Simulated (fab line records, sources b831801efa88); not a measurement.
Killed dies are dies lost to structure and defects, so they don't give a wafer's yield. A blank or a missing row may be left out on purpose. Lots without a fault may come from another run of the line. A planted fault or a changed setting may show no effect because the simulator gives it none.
fab line records | flow sky130
record lots=5 wafers=15 last_day=50
route steps=708 shown GATE_OXIDE@197 POLY_GATE@204
lots that met no fault: from a run of the same line without faults
start_h: hours from the record's first day to the start of the lot's first wafer shown | wait_h: hours since the lot's step before | " the same as in the row above | L1.1+2: a row that stands for several wafers | - no value, or no start given | * or withheld: withheld | < > ~ a bound
route shown NAME@n: a module of which the file shows steps, and the number in the route of the first | usual: mean/standard deviation of fault-free wafers | same: alike in all rows | chamber/n: place in a boat | sites: the reading at each site | _std_site: their standard deviation | _edge_site: outer sites' mean less inner sites' | radius_mm: how far each site lies from the wafer's centre | mask NAME#n: copy n | behind: the tool/chamber that last shaped the wafer | hold: why the lot was held/for how many hours/how that ended | device: the transistor (n, p or np) that didn't switch | end of line: the same wafers' tests at the end of the route | a step without rows: its recipe alone | killed: dies lost to structure and defects at the first sort, not the wafer's yield | map: a wafer's dies, x killed, . not, _ none there
set.NAME: the setting as run; set.NAME@STEP: as run at that earlier step | model.NAME: the simulator's own value behind a step, which no gauge read
lots at some steps of the route; a table a step, a row a wafer
services: from which hour (start_h, from the record's first day; less than 0 if before it) a tool's chamber was out of use, for how many hours, and why
## steps
# step SKY_GATE_OXIDE_OVL_MEAS_10
# usual GATE_OXIDE_OVL=0.0/1.2
# columns lot.wafer tool chamber start_h wait_h GATE_OXIDE_OVL[nm]
L080.1 overlay-01 - 358.08 0.1 0.3
L080.4 " - " " -0.1
L080.6 " - " " -2.2
L082.1 overlay-01 - 368.93 0.1 0.6
L082.4 " - " " 1.5
L082.6 " - " " 0.1
L084.1 overlay-02 - 390.75 0.1 -0.4
L084.4 " - " " -1.6
L084.6 " - " " -1.2
L088.1 overlay-01 - 427.65 0.1 -1.3
L088.2 " - " " -0.3
L088.6 " - " " -0.6
L092.1 overlay-01 - 484.53 0.1 0.3
L092.2 " - " " 0.2
L092.6 " - " " 0.2
# step SKY_GATE_OXIDE_IMPLANT_11
# recipe species=B energy_kev=10 dose_cm2=2.6e+12 tilt_deg=withheld
# usual beam_energy_keV=9.999/0.0033
# columns lot.wafer tool chamber start_h wait_h beam_energy_keV
L080.1 implanter-01 0 358.12 0.0 9.993
L080.4 " 0 " " 9.999
L080.6 " 0 " " 9.995
L082.1 implanter-02 0 368.97 0.0 9.999
L082.4 " 0 " " 10.001
L082.6 " 0 " " 9.999
L084.1 implanter-01 0 390.79 0.0 10.000
L084.4 " 0 " " 9.996
L084.6 " 0 " " 9.999
L088.1 implanter-03 0 427.69 0.0 9.998
L088.2 " 0 " " 9.996
L088.6 " 0 " " 10.002
L092.1 implanter-01 0 484.57 0.0 10.000
L092.2 " 0 " " 9.996
L092.6 " 0 " " 9.996
# step SKY_GATE_OXIDE_WET_ETCH_12
# recipe chemistry=dHF target_depth_nm=16.8 dry=n2_spin target=SiO2 dilution=100:1 temp_c=25 time_s=336
# columns lot.wafer tool chamber start_h wait_h
L080.1+4+6 wet_bench-01 0 358.27 0.1
L082.1+4+6 wet_bench-02 0 369.12 0.1
L084.1+4+6 wet_bench-02 3 390.94 0.1
L088.1+2+6 wet_bench-01 2 427.84 0.1
L092.1+2+6 wet_bench-03 1 484.72 0.1
# step SKY_GATE_OXIDE_STRIP_13
# recipe chemistry=O2/N2 power_w=1400 pressure_mtorr=1500 platen_temp_c=withheld o2_flow_sccm=3000 n2_flow_sccm=300 overash_fraction=0.5
# usual drypump_motor_current_A=5.44/0.14 n2_flow_sccm=299.9/0.89 oes_product_au=0.716/0.0044 strip_time_to_endpoint_s=14.17/0.038
# columns lot.wafer tool chamber start_h wait_h drypump_motor_current_A n2_flow_sccm oes_product_au rf_hours_counter_h strip_time_to_endpoint_s
L080.1 plasma_asher-04 0 358.38 0.0 5.68 299.5 0.708 64 14.14
L080.4 " 1 " " 5.38 300.9 0.708 - 14.13
L080.6 " 0 " " 5.68 300.8 0.710 - 14.13
L082.1 plasma_asher-01 1 369.23 0.0 5.23 300.8 0.712 67 14.21
L082.4 " 0 " " 5.48 301.6 0.709 - 14.19
L082.6 " 0 " " 5.47 299.5 0.723 - 14.19
L084.1 plasma_asher-04 0 391.04 0.0 5.69 300.2 0.715 67 14.21
L084.4 " 1 " " 5.39 300.3 0.705 - 14.27
L084.6 " 1 " " 5.38 298.7 0.706 - 14.25
L088.1 plasma_asher-04 1 427.95 0.0 5.37 300.1 0.711 71 14.19
L088.2 " 0 " " 5.66 300.0 0.708 71 14.21
L088.6 " 1 " " 5.41 299.0 0.716 - 14.22
L092.1 plasma_asher-01 1 484.83 0.0 5.27 299.2 0.709 6 14.22
L092.2 " 0 " " 5.49 299.3 0.718 6 14.20
L092.6 " 0 " " 5.48 300.6 0.711 - 14.19
# step SKY_GATE_OXIDE_TW_MEAS_14
# usual GATE_OXIDE_TW=224.0/1.2
# columns lot.wafer tool chamber start_h wait_h GATE_OXIDE_TW
L080.1 film_metro-04 - 358.48 0.1 222.6
L080.4 " - " " 223.2
L080.6 " - " " 223.6
L082.1 film_metro-01 - 369.33 0.1 223.9
L082.4 " - " " 224.2
L082.6 " - " " 222.9
L084.1 film_metro-01 - 391.14 0.1 224.7
L084.4 " - " " 224.6
L084.6 " - " " 225.0
L088.1 film_metro-01 - 428.05 0.1 223.7
L088.2 " - " " 223.7
L088.6 " - " " 223.1
L092.1 film_metro-01 - 484.93 0.1 224.2
L092.2 " - " " 223.6
L092.6 " - " " 225.6
# step SKY_GATE_OXIDE_CLEAN_15
# recipe chemistry=SC1/SC2 mix=1:4:20 temp_c=70 time_s=150 dry=n2_spin
# columns lot.wafer tool chamber start_h wait_h
L080.1+4+6 wet_bench-02 3 358.54 0.1
L082.1+4+6 wet_bench-01 3 369.39 0.1
L084.1+4+6 wet_bench-03 3 391.20 0.1
L088.1+2+6 wet_bench-03 0 428.11 0.1
L092.1+2+6 wet_bench-02 0 484.99 0.1
# step SKY_GATE_OXIDE_OXIDATION_16
# recipe temp_c=800 ambient=O2 idle_temp_c=700 ramp_up_c_per_min=10 ramp_down_c_per_min=3 stabilise_s=600 purge_s=300 target_thk_a=35.7 ox_time_s=1915
# usual spike_tc_top_C=815.2/1
# columns lot.wafer tool chamber start_h wait_h spike_tc_top_C
L080.1 furnace-02 0 359.08 0.5 815.8
L080.4 " 0 " " 816.5
L080.6 " 0 " " 815.7
L082.1 furnace-01 0 369.58 0.1 816.1
L082.4 " 0 " " 813.6
L082.6 " 0 " " 815.3
L084.1 furnace-02 0 391.75 0.5 815.7
L084.4 " 0 " " 813.7
L084.6 " 0 " " 814.5
L088.1 furnace-01 0 428.16 0.0 815.3
L088.2 " 0 " " 815.2
L088.6 " 0 " " 815.3
L092.1 furnace-01 0 485.04 0.0 815.0
L092.2 " 0 " " 815.3
L092.6 " 0 " " 813.4
# step SKY_POLY_GATE_CVD_00
# recipe material=poly-Si target_thk_nm=180 temp_c=620 time_s=720 pressure_mtorr=200
# usual spike_tc_top_C=638.6/1
# columns lot.wafer tool chamber start_h wait_h spike_tc_top_C
L080.1 lpcvd-01 0 360.61 0.0 638.8
L080.4 " 0 " " 638.0
L080.6 " 0 " " 638.6
L082.1 lpcvd-01 1 371.11 0.0 637.9
L082.4 " 1 " " 638.9
L082.6 " 1 " " 639.7
L084.1 lpcvd-01 1 393.28 0.0 639.8
L084.4 " 1 " " 640.3
L084.6 " 1 " " 639.8
L088.1 lpcvd-01 1 429.69 0.0 638.7
L088.2 " 1 " " 637.1
L088.6 " 1 " " 638.1
L092.1 lpcvd-01 1 486.57 0.0 638.3
L092.2 " 1 " " 638.4
L092.6 " 1 " " 638.1
# step SKY_POLY_GATE_THK_MEAS_01
# recipe reads=poly-Si_of_POLY_GATE_CVD_00
# usual POLY_GATE_CVD_00_THK=179.8/1.3
# columns lot.wafer tool chamber start_h wait_h POLY_GATE_CVD_00_THK[nm]
L080.1 film_metro-03 - 361.81 0.0 179.1
L080.4 " - " " 179.9
L080.6 " - " " 179.4
L082.1 film_metro-02 - 372.31 0.0 180.2
L082.4 " - " " 181.6
L082.6 " - " " 180.1
L084.1 film_metro-02 - 394.48 0.0 178.8
L084.4 " - " " 181.5
L084.6 " - " " 179.7
L088.1 film_metro-02 - 430.89 0.0 180.8
L088.2 " - " " 179.7
L088.6 " - " " 178.8
L092.1 film_metro-01 - 487.77 0.0 180.4
L092.2 " - " " 180.7
L092.6 " - " " 181.8
## services
# columns tool chamber start_h hours kind
implanter-01 - 364.49 3.7 repair
plasma_asher-04 - 368.22 2.8 pm
furnace-01 - 381.50 3.4 pm
implanter-01 - 397.68 5.1 pm
wet_bench-03 - 397.82 2.4 repair
furnace-02 - 414.82 3.0 pm
plasma_asher-01 - 421.25 9.0 pm
plasma_asher-01 0 421.25 10.6 vent_cycle
plasma_asher-01 1 421.25 10.6 vent_cycle
plasma_asher-01 - 429.01 2.8 repair
plasma_asher-01 0 430.25 - clean
plasma_asher-01 1 430.25 - clean
wet_bench-02 - 432.55 1.9 repair
implanter-01 - 455.50 3.4 repair
furnace-01 - 461.68 4.0 pm
implanter-03 - 477.52 0.8 repair
## key
fault none
